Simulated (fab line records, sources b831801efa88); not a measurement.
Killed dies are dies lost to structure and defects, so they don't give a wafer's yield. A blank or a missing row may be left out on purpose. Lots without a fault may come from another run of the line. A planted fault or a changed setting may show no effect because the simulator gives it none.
Which tool did it? | flow gf180mcu | 24 lots, 72 wafers sampled, at 6 steps of a route of 602

WHAT THE GAUGES READ, wafer by wafer
GF_V1_THK_MEAS_25: measures by xrf. Usual: V1_W_THK 351 nm, standard deviation 5.2.
lot  | measured     | on            | V1_W_THK (nm) | flag
L074 | day 18 05:14 | film_metro-03 | 356 359 361   |
L075 | day 18 11:10 | film_metro-02 | 364 363 364   |
L076 | day 18 19:22 | film_metro-01 | 341 341 343   |
L077 | day 19 07:08 | film_metro-03 | 348 347 344   |
L078 | day 19 16:26 | film_metro-01 | 352 350 352   |
L079 | day 20 02:16 | film_metro-01 | 346 348 342   |
L080 | day 20 17:15 | film_metro-03 | 353 352 352   |
L081 | day 20 19:54 | film_metro-03 | 353 354 358   |
L082 | day 21 09:20 | film_metro-03 | 354 354 353   |
L083 | day 21 19:14 | film_metro-03 | 352 354 356   |
L084 | day 22 01:14 | film_metro-03 | 355 354 356   |
L085 | day 22 10:15 | film_metro-02 | 358 345 351   |
L086 | day 22 18:16 | film_metro-03 | 359 357 358   |
L087 | day 22 21:44 | film_metro-02 | 357 354 355   |
L088 | day 23 11:44 | film_metro-03 | 345 342 347   |
L089 | day 23 17:02 | film_metro-02 | 351 349 343   |
L090 | day 24 04:47 | film_metro-03 | 352 345 352   |
L091 | day 24 07:53 | film_metro-02 | 351 345 345   |
L092 | day 24 22:28 | film_metro-02 | 347 348 354   |
L093 | day 25 01:03 | film_metro-01 | 345 349 348   |
L094 | day 25 10:16 | film_metro-01 | 353 350 349   |
L095 | day 25 16:02 | film_metro-03 | 350 351 351   |
L096 | day 26 01:53 | film_metro-03 | 347 356 356   |
L097 | day 26 08:51 | film_metro-03 | 348 344 347   |

GF_M4_CD_MEAS_14: target cd 280 nm. Usual: cd_nm 280.4 nm, standard deviation 1.2.
lot  | measured     | on        | cd_nm (nm)        | flag
L074 | day 23 12:04 | cd_sem-02 | 281.1 279.5 281.3 |
L075 | day 23 21:20 | cd_sem-01 | 280.9 281.5 281.1 |
L076 | day 24 00:19 | cd_sem-01 | 279.5 279.7 279.6 |
L077 | day 24 12:14 | cd_sem-01 | 279.9 279.5 279.7 |
L078 | day 24 19:48 | cd_sem-01 | 278.4 278.7 279.0 |
L079 | day 25 03:59 | cd_sem-01 | 280.1 280.8 280.5 |
L080 | day 25 17:23 | cd_sem-02 | 280.5 280.6 281.1 |
L081 | day 25 22:40 | cd_sem-02 | 280.5 281.0 279.2 |
L082 | day 26 06:38 | cd_sem-02 | 281.2 279.3 280.2 |
L083 | day 26 18:48 | cd_sem-01 | 280.1 280.3 281.2 |
L084 | day 26 22:46 | cd_sem-01 | 279.9 280.1 280.9 |
L085 | day 27 04:01 | cd_sem-02 | 280.3 280.3 281.8 |
L086 | day 27 13:21 | cd_sem-02 | 282.5 282.8 283.2 |
L087 | day 27 16:38 | cd_sem-01 | 278.9 279.3 278.5 |
L088 | day 28 02:12 | cd_sem-02 | 277.9 277.3 279.3 |
L089 | day 28 08:10 | cd_sem-02 | 279.6 279.6 279.1 |
L090 | day 28 19:55 | cd_sem-02 | 279.8 279.6 280.7 |
L091 | day 28 21:32 | cd_sem-01 | 282.3 282.3 282.6 |
L092 | day 29 15:03 | cd_sem-02 | 280.7 279.8 280.2 |
L093 | day 29 15:30 | cd_sem-02 | 281.6 281.1 281.3 |
L094 | day 29 19:53 | cd_sem-01 | 280.0 280.7 280.2 |
L095 | day 30 02:13 | cd_sem-01 | 281.2 281.0 281.8 |
L096 | day 30 10:41 | cd_sem-02 | 282.7 282.7 281.3 |
L097 | day 30 16:44 | cd_sem-02 | 281.8 278.7 279.9 |

GF_V4_THK_MEAS_01. Usual: V4_CVD_00_THK 602 nm, standard deviation 5.8.
lot  | measured     | on            | V4_CVD_00_THK (nm) | flag
L074 | day 23 12:56 | film_metro-01 | 609 599 597        |
L075 | day 23 22:19 | film_metro-03 | 605 604 608        |
L076 | day 24 01:11 | film_metro-01 | 607 607 612        |
L077 | day 24 13:07 | film_metro-03 | 602 609 610        |
L078 | day 24 20:40 | film_metro-04 | 605 608 603        |
L079 | day 25 05:11 | film_metro-03 | 605 608 605        |
L080 | day 25 18:22 | film_metro-03 | 598 593 600        |
L081 | day 25 23:32 | film_metro-01 | 607 612 603        |
L082 | day 26 07:31 | film_metro-01 | 601 595 598        |
L083 | day 26 19:40 | film_metro-01 | 599 588 599        |
L084 | day 26 23:38 | film_metro-01 | 610 605 606        |
L085 | day 27 04:54 | film_metro-04 | 606 598 598        |
L086 | day 27 14:13 | film_metro-03 | 604 597 597        |
L087 | day 27 17:30 | film_metro-01 | 595 604 596        |
L088 | day 28 03:04 | film_metro-04 | 613 600 603        |
L089 | day 28 09:02 | film_metro-03 | 611 598 601        |
L090 | day 28 20:49 | film_metro-04 | 606 593 592        |
L091 | day 28 22:26 | film_metro-01 | 602 595 601        |
L092 | day 29 15:55 | film_metro-03 | 608 597 600        |
L093 | day 29 16:21 | film_metro-01 | 602 596 609        |
L094 | day 29 20:47 | film_metro-03 | 603 605 610        |
L095 | day 30 03:12 | film_metro-01 | 592 592 605        |
L096 | day 30 11:34 | film_metro-01 | 602 597 594        |
L097 | day 30 17:36 | film_metro-01 | 601 594 601        |

GF_V4_RS_MEAS_24: measures by four-point-probe. Usual: V4_W_RS 0.328 ohm/sq, standard deviation 0.0037.
lot  | measured     | on            | V4_W_RS (ohm/sq)  | flag
L074 | day 24 13:14 | film_metro-01 | 0.325 0.329 0.330 |
L075 | day 24 22:28 | film_metro-03 | 0.333 0.336 0.336 |
L076 | day 25 00:39 | film_metro-03 | 0.323 0.322 0.323 |
L077 | day 25 11:06 | film_metro-04 | 0.328 0.329 0.332 |
L078 | day 25 21:25 | film_metro-01 | 0.325 0.322 0.324 |
L079 | day 26 03:55 | film_metro-03 | 0.329 0.327 0.324 |
L080 | day 26 17:04 | film_metro-04 | 0.329 0.327 0.328 |
L081 | day 26 21:43 | film_metro-04 | 0.326 0.326 0.323 |
L082 | day 27 05:38 | film_metro-03 | 0.332 0.323 0.330 |
L083 | day 27 17:20 | film_metro-03 | 0.323 0.323 0.322 |
L084 | day 27 21:35 | film_metro-01 | 0.328 0.328 0.329 |
L085 | day 28 02:18 | film_metro-01 | 0.328 0.327 0.325 |
L086 | day 28 12:17 | film_metro-01 | 0.330 0.329 0.332 |
L087 | day 28 14:11 | film_metro-03 | 0.333 0.325 0.326 |
L088 | day 28 23:53 | film_metro-03 | 0.328 0.332 0.328 |
L089 | day 29 06:05 | film_metro-01 | 0.322 0.324 0.323 |
L090 | day 29 17:01 | film_metro-04 | 0.330 0.331 0.331 |
L091 | day 29 19:36 | film_metro-01 | 0.329 0.328 0.331 |
L092 | day 30 12:51 | film_metro-03 | 0.332 0.325 0.329 |
L093 | day 30 13:04 | film_metro-04 | 0.330 0.334 0.326 |
L094 | day 30 17:36 | film_metro-04 | 0.327 0.328 0.330 |
L095 | day 30 22:50 | film_metro-01 | 0.327 0.325 0.325 |
L096 | day 31 06:53 | film_metro-01 | 0.330 0.325 0.325 |
L097 | day 31 12:46 | film_metro-04 | 0.332 0.331 0.331 |

GF_PASSIVATION_BOW_MEAS_14. Usual: PASSIVATION_BOW 136 um, standard deviation 11.
lot  | measured     | on            | PASSIVATION_BOW (um) | flag
L074 | day 29 01:59 | film_metro-04 | 136 137 134          |
L075 | day 29 13:28 | film_metro-03 | 125 133 126          |
L076 | day 29 14:16 | film_metro-04 | 147 137 133          |
L077 | day 29 21:40 | film_metro-04 | 125 117 127          |
L078 | day 30 06:47 | film_metro-04 | 132 127 141          |
L079 | day 30 12:57 | film_metro-01 | 171 166 167          |
L080 | day 31 00:57 | film_metro-01 | 153 155 161          |
L081 | day 31 05:23 | film_metro-04 | 124 132 144          |
L082 | day 31 10:25 | film_metro-04 | 141 131 138          |
L083 | day 31 21:10 | film_metro-04 | 147 133 140          |
L084 | day 32 00:25 | film_metro-03 | 156 134 141          |
L085 | day 32 05:16 | film_metro-01 | 123 132 131          |
L086 | day 32 13:35 | film_metro-03 | 130 132 121          |
L087 | day 32 15:11 | film_metro-01 | 150 155 135          |
L088 | day 32 23:32 | film_metro-04 | 136 144 140          |
L089 | day 33 05:02 | film_metro-03 | 112 110 110          |
L090 | day 33 13:52 | film_metro-03 | 157 135 144          |
L091 | day 33 16:36 | film_metro-03 | 121 129 136          |
L092 | day 34 06:34 | film_metro-01 | 136 144 134          |
L093 | day 34 07:00 | film_metro-03 | 127 129 116          |
L094 | day 34 10:49 | film_metro-04 | 131 138 135          |
L095 | day 34 15:46 | film_metro-01 | 134 125 139          |
L096 | day 34 21:00 | film_metro-03 | 140 130 128          |
L097 | day 35 02:23 | film_metro-01 | 116 121 134          |

WHICH TOOL RAN EACH LOT (tool, then ch and the chambers of the sampled wafers, then the start)
lot  | GF_V5_CVD_02
L074 | pecvd-01 ch 0,1, day 26 08:59
L075 | pecvd-03 ch 1, day 26 21:10
L076 | pecvd-01 ch 1,2, day 26 21:49
L077 | pecvd-02 ch 0,1,2, day 27 06:37
L078 | pecvd-01 ch 0,1, day 27 16:07
L079 | pecvd-01 ch 1,2, day 27 23:11
L080 | pecvd-01 ch 0,2, day 28 11:49
L081 | pecvd-02 ch 0,1, day 28 16:13
L082 | pecvd-03 ch 1,2, day 28 22:07
L083 | pecvd-03 ch 0,2, day 29 09:52
L084 | pecvd-03 ch 0,1,2, day 29 14:24
L085 | pecvd-03 ch 0,1,2, day 29 18:49
L086 | pecvd-03 ch 0,1,2, day 30 04:41
L087 | pecvd-02 ch 1,2, day 30 06:40
L088 | pecvd-02 ch 0,1,2, day 30 15:32
L089 | pecvd-03 ch 0,1,2, day 30 21:02
L090 | pecvd-03 ch 0,1,2, day 31 07:10
L091 | pecvd-01 ch 0,1,2, day 31 10:14
L092 | pecvd-01 ch 1,2, day 32 01:44
L093 | pecvd-02 ch 0,1, day 32 02:22
L094 | pecvd-01 ch 0,1,2, day 32 06:33
L095 | pecvd-01 ch 0,1, day 32 11:39
L096 | pecvd-01 ch 0,1, day 32 18:36
L097 | pecvd-01 ch 1,2, day 32 23:58
- GF_V5_CVD_02: deposits SiO2 from TEOS, target thk 1450 nm, time 163.28 s.

WHAT THE TOOLS THEMSELVES READ (means of the sampled wafers that have a number; where no wafer has one, the mark that the record gives instead)
GF_V5_CVD_02. Usual: heater_power_w 665 W, standard deviation 100.
lot  | tool     | heater_power_w (W) | flag
L074 | pecvd-01 | 727                |
L075 | pecvd-03 | 461                |
L076 | pecvd-01 | 688                |
L077 | pecvd-02 | 687                |
L078 | pecvd-01 | 715                |
L079 | pecvd-01 | 719                |
L080 | pecvd-01 | 688                |
L081 | pecvd-02 | 628                |
L082 | pecvd-03 | 602                |
L083 | pecvd-03 | 744                |
L084 | pecvd-03 | 672                |
L085 | pecvd-03 | 630                |
L086 | pecvd-03 | 653                |
L087 | pecvd-02 | 789                |
L088 | pecvd-02 | 586                |
L089 | pecvd-03 | 640                |
L090 | pecvd-03 | 678                |
L091 | pecvd-01 | 704                |
L092 | pecvd-01 | 696                |
L093 | pecvd-02 | 698                |
L094 | pecvd-01 | 754                |
L095 | pecvd-01 | 731                |
L096 | pecvd-01 | 763                |
L097 | pecvd-01 | 715                |

THE ANSWER, worked out from the rows above alone
Rule: a lot is off if the mean of its wafers that have a number lies more than 3 standard deviations from the usual mean. A lot without any number at a reading at which 4 lots or more have one is off too. The other lots that the step has rows for count as sound. The gauges are gone through in route order, then the tools' own readings, and for those a lot's mean is taken as printed above. The first step at which some lot is off is used, and at that step the reading that is off furthest; a lot without a number counts as furthest.
No lot is off at any reading shown: from this, nothing can be told.

WHAT THE SIMULATOR HAD PUT IN
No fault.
